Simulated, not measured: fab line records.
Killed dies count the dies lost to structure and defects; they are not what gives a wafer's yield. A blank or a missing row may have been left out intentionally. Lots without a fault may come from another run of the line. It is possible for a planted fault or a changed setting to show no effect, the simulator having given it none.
fab line records ; flow sky130
record: lots: 10; wafers: 30; last_day: 49
route steps=708 shown SONOS_ONO@185 SPACER@304 VIA1@478 METAL2@484
lots untouched by any fault: they come from a run of this same line in which no faults occurred
start_h: hours from the record's first day to the start of the lot's first wafer shown ; wait_h: time in hours since the lot's previous step ; " repeats the value in the row above ; L1.1+2: several wafers, shown together as one row ; - no value, or no start given ; * or withheld: withheld ; < > ~ a bound
route shown NAME@n: NAME is a module with steps in the file, n the number in the route of the first one ; usual: the fault-free wafers' mean and standard deviation ; same: alike in all rows ; chamber/n: place in a boat ; sites: each site's reading ; _std_site: how widely they spread, as a standard deviation ; _edge_site: outer sites' mean less inner sites' ; radius_mm: for every site, how far away it sits from the centre of the wafer ; mask NAME#n: copy n ; behind: the tool/chamber that last shaped the wafer ; hold: why the lot was held/for how many hours/how that ended ; device: names the non-switching transistor (n, p or np) ; end of line: tests run on the same wafers once the route is complete ; a step with no rows: only its recipe ; killed: the dies lost at the first sort to structure and to defects; this is not the yield of the wafer ; map: a wafer's dies, x killed, . not, _ none there
set.NAME: the setting that was run; set.NAME@STEP: the one run at that earlier step ; model.NAME: the simulator's own value behind a step, which no gauge read
steps of the route over a sample of lots; a table a step, a row a wafer
services: from which hour (start_h, from the record's first day; less than 0 if before it) a tool's chamber was out of use, for how many hours, and why
== steps ==
step: SKY_SONOS_ONO_STRIP_17
recipe: chemistry: O2/N2; power_w: 1400; pressure_mtorr: 1500; platen_temp_c: withheld; o2_flow_sccm: 3000; n2_flow_sccm: 300; overash_fraction: 0.5
usual: drypump_motor_current_A: 5.6/0.41; oes_product_au: 0.710/0.005; strip_time_to_endpoint_s: 14.09/0.043
lot.wafer;tool;chamber;start_h;wait_h;drypump_motor_current_A;oes_product_au;rf_hours_counter_h;strip_time_to_endpoint_s
L336.2;plasma_asher-02;0;320.44;0.0;6.4;0.716;48;14.09
L336.4;plasma_asher-02;0;320.44;0.0;6.4;0.709;-;14.11
L336.6;plasma_asher-02;1;320.44;0.0;5.8;0.707;-;14.08
L337.3;plasma_asher-04;0;331.46;0.0;5.4;0.704;-;14.08
L337.4;plasma_asher-04;1;331.46;0.0;5.8;0.710;-;14.09
L337.5;plasma_asher-04;0;331.46;0.0;5.4;0.702;-;14.13
L338.1;plasma_asher-04;1;340.88;0.0;5.8;0.702;67;14.03
L338.2;plasma_asher-04;0;340.88;0.0;5.4;0.712;67;14.08
L338.3;plasma_asher-04;0;340.88;0.0;5.4;0.716;-;14.07
L340.4;plasma_asher-01;1;350.53;0.0;5.6;0.709;-;14.10
L340.5;plasma_asher-01;0;350.53;0.0;5.1;0.714;-;14.14
L340.6;plasma_asher-01;1;350.53;0.0;5.6;0.708;-;14.10
L341.2;plasma_asher-02;1;360.48;0.0;5.7;0.709;52;14.05
L341.5;plasma_asher-02;0;360.48;0.0;6.4;0.708;-;14.06
L341.6;plasma_asher-02;1;360.48;0.0;5.8;0.711;-;14.05
L342.3;plasma_asher-01;0;372.31;0.0;5.0;0.712;-;14.16
L342.4;plasma_asher-01;1;372.31;0.0;5.6;0.719;-;14.15
L342.5;plasma_asher-01;1;372.31;0.0;5.6;0.712;-;14.15
L343.1;plasma_asher-02;0;376.14;0.0;6.4;0.703;54;14.14
L343.2;plasma_asher-02;1;376.14;0.0;5.8;0.716;54;14.16
L343.5;plasma_asher-02;0;376.14;0.0;6.4;0.706;-;14.13
L344.2;plasma_asher-02;0;385.35;0.0;6.4;0.703;55;14.08
L344.3;plasma_asher-02;0;385.35;0.0;6.4;0.711;-;14.11
L344.5;plasma_asher-02;0;385.35;0.0;6.5;0.712;-;14.12
L345.3;plasma_asher-02;1;389.81;0.0;5.8;0.709;-;14.09
L345.5;plasma_asher-02;0;389.81;0.0;6.4;0.717;-;14.10
L345.6;plasma_asher-02;1;389.81;0.0;5.8;0.706;-;14.07
L349.2;plasma_asher-01;1;426.95;0.0;5.7;0.713;31;14.12
L349.4;plasma_asher-01;1;426.95;0.0;5.7;0.718;-;14.08
L349.6;plasma_asher-01;1;426.95;0.0;5.6;0.714;-;14.11
step: SKY_SPACER_CVD_00
recipe: material: Si3N4; precursor: DCS/NH3; target_thk_nm: 43.1; temp_c: 770; time_s: 740; pressure_mtorr: 250
usual: spike_tc_bottom_C: 787/3.6; spike_tc_centre_C: 769.9/1.2; spike_tc_lower_C: 770.4/1.2; spike_tc_top_C: 782.3/1.1; spike_tc_upper_C: 771.7/1.5; susceptor_temp_C: 770.03/0.27; zone_power_lower_pct: 14.20/0.19; zone_power_upper_pct: 11.85/0.14
lot.wafer;tool;chamber;start_h;wait_h;spike_tc_bottom_C;spike_tc_centre_C;spike_tc_lower_C;spike_tc_top_C;spike_tc_upper_C;susceptor_temp_C;zone_power_lower_pct;zone_power_upper_pct
L336.2;lpcvd-02;1;572.52;0.0;788;769.6;767.9;785.1;771.3;769.50;14.14;12.17
L336.4;lpcvd-02;1;572.52;0.0;788;768.4;770.7;780.6;771.6;769.64;14.11;11.89
L336.6;lpcvd-02;1;572.52;0.0;789;769.8;770.3;781.8;772.4;769.69;14.10;12.06
L337.3;lpcvd-02;1;587.28;0.0;789;769.3;771.6;782.9;771.9;769.94;14.30;11.94
L337.4;lpcvd-02;1;587.28;0.0;791;768.1;770.8;783.3;769.9;769.79;14.13;11.90
L337.5;lpcvd-02;1;587.28;0.0;790;768.2;770.6;782.3;771.8;769.51;14.18;11.96
L338.1;lpcvd-02;1;594.56;1.1;791;769.3;770.7;782.6;770.6;769.78;14.27;11.74
L338.2;lpcvd-02;1;594.56;1.1;788;769.1;770.0;780.8;773.4;769.92;14.44;11.85
L338.3;lpcvd-02;1;594.56;1.1;789;769.4;769.3;784.3;774.2;769.94;14.11;12.25
L340.4;lpcvd-02;0;605.78;0.0;782;772.0;770.0;780.2;769.9;770.51;14.10;11.60
L340.5;lpcvd-02;0;605.78;0.0;782;770.4;768.8;782.3;769.3;769.59;13.90;11.80
L340.6;lpcvd-02;0;605.78;0.0;781;771.0;767.2;782.7;769.0;770.07;13.95;11.64
L341.2;lpcvd-02;1;618.32;0.0;788;769.0;769.2;782.3;775.0;770.23;14.23;11.82
L341.5;lpcvd-02;1;618.32;0.0;791;770.7;769.8;782.5;772.3;770.27;14.38;11.70
L341.6;lpcvd-02;1;618.32;0.0;788;770.0;769.6;782.7;772.5;770.55;14.42;11.58
L342.3;lpcvd-02;1;629.09;0.8;788;769.9;772.6;783.8;774.0;770.37;14.07;11.86
L342.4;lpcvd-02;1;629.09;0.8;790;769.1;768.1;782.5;769.9;769.92;13.87;12.04
L342.5;lpcvd-02;1;629.09;0.8;789;769.6;771.6;782.6;772.4;769.85;14.00;11.98
L343.1;lpcvd-02;1;629.09;0.1;786;769.3;770.3;782.0;772.9;770.33;14.52;11.75
L343.2;lpcvd-02;1;629.09;0.1;791;769.5;770.8;784.1;772.5;770.11;14.29;12.07
L343.5;lpcvd-02;1;629.09;0.1;787;769.9;770.8;782.1;774.2;769.97;14.33;12.01
L344.2;lpcvd-02;0;639.03;0.0;782;770.0;768.3;780.3;769.8;770.23;13.97;11.78
L344.3;lpcvd-02;0;639.03;0.0;780;769.9;767.6;782.5;770.7;769.50;14.13;11.31
L344.5;lpcvd-02;0;639.03;0.0;782;769.7;767.7;782.5;769.3;770.04;13.78;11.77
L345.3;lpcvd-02;0;642.92;0.3;780;772.2;769.6;782.2;770.8;770.09;14.14;11.79
L345.5;lpcvd-02;0;642.92;0.3;781;771.8;769.5;780.4;769.9;770.13;14.18;11.68
L345.6;lpcvd-02;0;642.92;0.3;782;770.1;769.7;781.8;768.7;769.83;13.87;11.64
L349.2;lpcvd-02;0;678.36;0.0;765;756.1;752.1;766.8;754.6;754.26;13.51;11.38
L349.4;lpcvd-02;0;678.36;0.0;768;754.4;755.4;765.7;753.1;754.48;13.47;11.23
L349.6;lpcvd-02;0;678.36;0.0;768;756.2;753.5;766.3;754.5;754.74;13.70;11.41
step: SKY_SPACER_THK_MEAS_01
recipe: reads: Si3N4_of_SPACER_CVD_00
usual: SPACER_CVD_00_THK: 42.9/0.38
lot.wafer;tool;chamber;start_h;wait_h;hold;SPACER_CVD_00_THK[nm]
L336.2;film_metro-01;-;574.34;0.0;-;42.6
L336.4;film_metro-01;-;574.34;0.0;-;42.2
L336.6;film_metro-01;-;574.34;0.0;-;43.2
L337.3;film_metro-02;-;588.50;0.0;-;43.2
L337.4;film_metro-02;-;588.50;0.0;-;43.7
L337.5;film_metro-02;-;588.50;0.0;-;43.0
L338.1;film_metro-02;-;595.77;0.0;-;43.2
L338.2;film_metro-02;-;595.77;0.0;-;43.2
L338.3;film_metro-02;-;595.77;0.0;-;42.9
L340.4;film_metro-01;-;607.02;0.0;-;42.8
L340.5;film_metro-01;-;607.02;0.0;-;43.2
L340.6;film_metro-01;-;607.02;0.0;-;42.6
L341.2;film_metro-03;-;619.54;0.0;-;43.1
L341.5;film_metro-03;-;619.54;0.0;-;43.0
L341.6;film_metro-03;-;619.54;0.0;-;43.5
L343.1;film_metro-01;-;630.29;0.0;-;43.8
L343.2;film_metro-01;-;630.29;0.0;-;43.4
L343.5;film_metro-01;-;630.29;0.0;-;43.4
L342.3;film_metro-03;-;630.31;0.0;-;42.8
L342.4;film_metro-03;-;630.31;0.0;-;42.7
L342.5;film_metro-03;-;630.31;0.0;-;42.7
L344.2;film_metro-02;-;640.24;0.0;-;42.7
L344.3;film_metro-02;-;640.24;0.0;-;42.3
L344.5;film_metro-02;-;640.24;0.0;-;42.6
L345.3;film_metro-02;-;644.15;0.0;-;43.3
L345.5;film_metro-02;-;644.15;0.0;-;43.5
L345.6;film_metro-02;-;644.15;0.0;-;43.2
L349.2;film_metro-03;-;680.18;0.0;await_dispo/0.2h/release;31.4
L349.4;film_metro-03;-;680.18;0.0;await_dispo/0.2h/release;31.4
L349.6;film_metro-03;-;680.18;0.0;await_dispo/0.2h/release;31.3
L349.2;film_metro-03;-;680.41;0.2;-;31.3
L349.4;film_metro-03;-;680.41;0.2;-;31.5
L349.6;film_metro-03;-;680.41;0.2;-;31.3
step: SKY_SPACER_ETCHBACK_02
recipe: chemistry: CH3F/O2; target: Si3N4; stop_on: SiO2; source_w: 400; bias_w: 80; pressure_mtorr: 25; ch3f_flow_sccm: 40; O2_flow_sccm: 30; time_s: 46.7; target_depth_a: 450
usual: drypump_motor_current_A: 5.5/0.48; oes_product_au: 0.853/0.0062; throttle_valve_pct: 10.562/0.0089
lot.wafer;tool;chamber;start_h;wait_h;hold;drypump_motor_current_A;oes_product_au;rf_hours_counter_h;throttle_valve_pct
L336.2;rie_diel-04;2;574.39;0.0;-;5.0;0.858;15;10.573
L336.4;rie_diel-04;3;574.39;0.0;-;6.0;0.841;16;10.560
L336.6;rie_diel-04;3;574.39;0.0;-;6.1;0.846;-;10.558
L337.3;rie_diel-02;1;588.54;0.0;-;5.4;0.848;1;10.564
L337.4;rie_diel-02;3;588.54;0.0;-;4.6;0.866;3;10.551
L337.5;rie_diel-02;1;588.54;0.0;-;5.3;0.851;-;10.554
L338.1;rie_diel-04;1;595.83;0.1;-;5.5;0.856;6;10.568
L338.2;rie_diel-04;0;595.83;0.1;-;6.1;0.864;10;10.564
L338.3;rie_diel-04;3;595.83;0.1;-;6.1;0.846;16;10.567
L340.4;rie_diel-02;0;607.05;0.0;-;5.2;0.849;2;10.556
L340.5;rie_diel-02;0;607.05;0.0;-;5.2;0.859;-;10.548
L340.6;rie_diel-02;3;607.05;0.0;-;4.6;0.838;-;10.552
L341.2;rie_diel-03;0;619.59;0.0;-;6.2;0.856;6;10.566
L341.5;rie_diel-03;0;619.59;0.0;-;6.2;0.854;-;10.567
L341.6;rie_diel-03;1;619.59;0.0;-;5.4;0.863;-;10.575
L342.3;rie_diel-04;0;630.35;0.0;-;6.0;0.847;11;10.565
L342.4;rie_diel-04;3;630.35;0.0;-;6.1;0.854;17;10.559
L342.5;rie_diel-04;1;630.35;0.0;-;5.6;0.851;-;10.560
L343.1;rie_diel-03;1;630.35;0.1;-;5.4;0.860;5;10.572
L343.2;rie_diel-03;2;630.35;0.1;-;4.7;0.860;13;10.558
L343.5;rie_diel-03;2;630.35;0.1;-;4.7;0.861;-;10.565
L344.2;rie_diel-03;0;640.29;0.0;-;6.3;0.846;7;10.564
L344.3;rie_diel-03;2;640.29;0.0;-;4.7;0.853;14;10.553
L344.5;rie_diel-03;3;640.29;0.0;-;5.4;0.851;-;10.579
L345.3;rie_diel-02;2;644.19;0.0;-;5.3;0.860;6;10.547
L345.5;rie_diel-02;1;644.19;0.0;-;5.3;0.857;-;10.559
L345.6;rie_diel-02;0;644.19;0.0;-;5.3;0.860;-;10.579
L349.2;rie_diel-04;0;691.42;11.0;await_dispo/11.0h/release;6.1;0.727;12;10.561
L349.4;rie_diel-04;3;691.42;11.0;await_dispo/11.0h/release;6.1;0.730;18;10.526
L349.6;rie_diel-04;1;691.42;11.0;await_dispo/11.0h/release;5.6;0.733;-;10.548
step: SKY_VIA1_SPUTTER_20
recipe: material: TiN; target_thk_nm: 20; chamber_pressure_pa: 5; power_w: 4000; time_s: 80
usual: throttle_valve_pct: 30.3/1.2
lot.wafer;tool;chamber;start_h;wait_h;throttle_valve_pct
L336.2;pvd_sputter-03;-;835.31;0.0;31.3
L336.4;pvd_sputter-03;-;835.31;0.0;29.4
L336.6;pvd_sputter-03;-;835.31;0.0;31.8
L337.3;pvd_sputter-04;-;845.11;0.0;32.4
L337.4;pvd_sputter-04;-;845.11;0.0;29.9
L337.5;pvd_sputter-04;-;845.11;0.0;30.2
L338.1;pvd_sputter-01;-;851.41;0.0;31.0
L338.2;pvd_sputter-01;-;851.41;0.0;30.3
L338.3;pvd_sputter-01;-;851.41;0.0;31.4
L340.4;pvd_sputter-04;-;861.36;0.0;29.6
L340.5;pvd_sputter-04;-;861.36;0.0;32.4
L340.6;pvd_sputter-04;-;861.36;0.0;30.1
L341.2;pvd_sputter-03;-;872.12;0.0;27.1
L341.5;pvd_sputter-03;-;872.12;0.0;27.6
L341.6;pvd_sputter-03;-;872.12;0.0;30.4
L343.1;pvd_sputter-04;-;885.01;0.0;30.0
L343.2;pvd_sputter-04;-;885.01;0.0;32.2
L343.5;pvd_sputter-04;-;885.01;0.0;30.1
L342.3;pvd_sputter-03;-;885.37;0.0;30.2
L342.4;pvd_sputter-03;-;885.37;0.0;31.7
L342.5;pvd_sputter-03;-;885.37;0.0;31.5
L344.2;pvd_sputter-01;-;889.66;0.0;30.7
L344.3;pvd_sputter-01;-;889.66;0.0;30.5
L344.5;pvd_sputter-01;-;889.66;0.0;30.3
L345.3;pvd_sputter-04;-;897.46;0.0;28.9
L345.5;pvd_sputter-04;-;897.46;0.0;32.4
L345.6;pvd_sputter-04;-;897.46;0.0;29.1
L349.2;pvd_sputter-01;-;925.26;0.0;31.2
L349.4;pvd_sputter-01;-;925.26;0.0;30.9
L349.6;pvd_sputter-01;-;925.26;0.0;31.0
step: SKY_METAL2_SPUTTER_01
recipe: material: TiN; target_thk_nm: 20; power_w: 6500; time_s: 16.7; chamber_pressure_pa: 0.4
usual: throttle_valve_pct: 30.1/1.2
lot.wafer;tool;chamber;start_h;wait_h;throttle_valve_pct
L336.2;pvd_sputter-02;-;835.96;0.0;30.1
L336.4;pvd_sputter-02;-;835.96;0.0;27.8
L336.6;pvd_sputter-02;-;835.96;0.0;27.8
L337.3;pvd_sputter-02;-;845.76;0.0;31.4
L337.4;pvd_sputter-02;-;845.76;0.0;29.5
L337.5;pvd_sputter-02;-;845.76;0.0;30.2
L338.1;pvd_sputter-02;-;852.27;0.0;27.9
L338.2;pvd_sputter-02;-;852.27;0.0;31.4
L338.3;pvd_sputter-02;-;852.27;0.0;29.7
L340.4;pvd_sputter-02;-;862.03;0.0;27.8
L340.5;pvd_sputter-02;-;862.03;0.0;31.5
L340.6;pvd_sputter-02;-;862.03;0.0;29.7
L341.2;pvd_sputter-02;-;872.77;0.0;27.8
L341.5;pvd_sputter-02;-;872.77;0.0;29.8
L341.6;pvd_sputter-02;-;872.77;0.0;31.4
L343.1;pvd_sputter-01;-;885.76;0.0;30.8
L343.2;pvd_sputter-01;-;885.76;0.0;30.3
L343.5;pvd_sputter-01;-;885.76;0.0;30.7
L342.3;pvd_sputter-03;-;886.36;0.0;29.5
L342.4;pvd_sputter-03;-;886.36;0.0;30.5
L342.5;pvd_sputter-03;-;886.36;0.0;31.4
L344.2;pvd_sputter-01;-;890.31;0.0;30.3
L344.3;pvd_sputter-01;-;890.31;0.0;30.8
L344.5;pvd_sputter-01;-;890.31;0.0;30.5
L345.3;pvd_sputter-01;-;898.12;0.0;30.8
L345.5;pvd_sputter-01;-;898.12;0.0;30.3
L345.6;pvd_sputter-01;-;898.12;0.0;30.3
L349.2;pvd_sputter-01;-;925.91;0.0;31.0
L349.4;pvd_sputter-01;-;925.91;0.0;30.3
L349.6;pvd_sputter-01;-;925.91;0.0;30.5
== services ==
tool;chamber;start_h;hours;kind
rie_diel-04;2;297.99;9.4;repair
rie_diel-04;2;319.26;7.2;repair
pvd_sputter-02;-;331.77;1.1;repair
rie_diel-04;1;401.89;6.1;repair
rie_diel-04;-;402.33;10.0;pm
pvd_sputter-01;-;420.28;4.3;repair
lpcvd-02;-;423.83;2.8;pm
plasma_asher-02;-;490.29;15.6;pm
plasma_asher-02;-;519.09;1.8;repair
pvd_sputter-01;-;519.68;2.4;repair
pvd_sputter-01;-;528.15;3.2;repair
pvd_sputter-02;-;583.69;0.8;repair
lpcvd-02;-;658.28;6.0;pm
pvd_sputter-01;-;730.79;2.8;repair
pvd_sputter-01;-;772.47;1.0;repair
plasma_asher-02;-;797.28;6.6;repair
pvd_sputter-01;-;800.06;5.8;repair
plasma_asher-02;-;806.55;0.7;repair
plasma_asher-02;-;814.75;4.6;repair
plasma_asher-02;-;836.99;0.7;repair
pvd_sputter-02;-;879.73;4.7;repair
pvd_sputter-02;-;883.68;1.9;repair
pvd_sputter-02;-;886.52;8.0;repair
pvd_sputter-01;-;900.27;2.9;repair
== key ==
first_sign: step: SKY_SPACER_CVD_00; reading: susceptor_temp_C; direction: down; sigmas: 58; usual: *; struck: *
effect: step: SKY_SPACER_CVD_00; reading: spike_tc_top_C; direction: down; sigmas: 15; usual: 782.3; struck: 766.3
effect: step: SKY_SPACER_THK_MEAS_01; reading: visit; direction: added
effect: step: SKY_SPACER_THK_MEAS_01; reading: SPACER_CVD_00_THK; direction: down; sigmas: 30; usual: 42.9; struck: 31.4
effect: step: SKY_SPACER_ETCHBACK_02; reading: oes_product_au; direction: down; sigmas: 20; usual: 0.853; struck: 0.730
met_at SKY_SPACER_CVD_00
struck_lots L349
struck_wafers L349.2,L349.4,L349.6
tester_left_out L349
not_acting_at SKY_SONOS_ONO_STRIP_17,SKY_VIA1_SPUTTER_20,SKY_METAL2_SPUTTER_01
onset_between 642.92 678.36
fault: kind: process_parameter_drift; tool: lpcvd-02; chamber: 0; onset_h: 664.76; steps: SKY_SPACER_CVD_00; channel: temp_c; offset: *; shape: step; end_h: 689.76; acts_in: *; stated: *
tester_left_out: of these lots the tester's yield and bins aren't shown, on N5 and GAA mostly nor the transistor test; their killed dies are dies lost to structure and defects alone, not to doping, threshold or leakage, so they don't give the yield
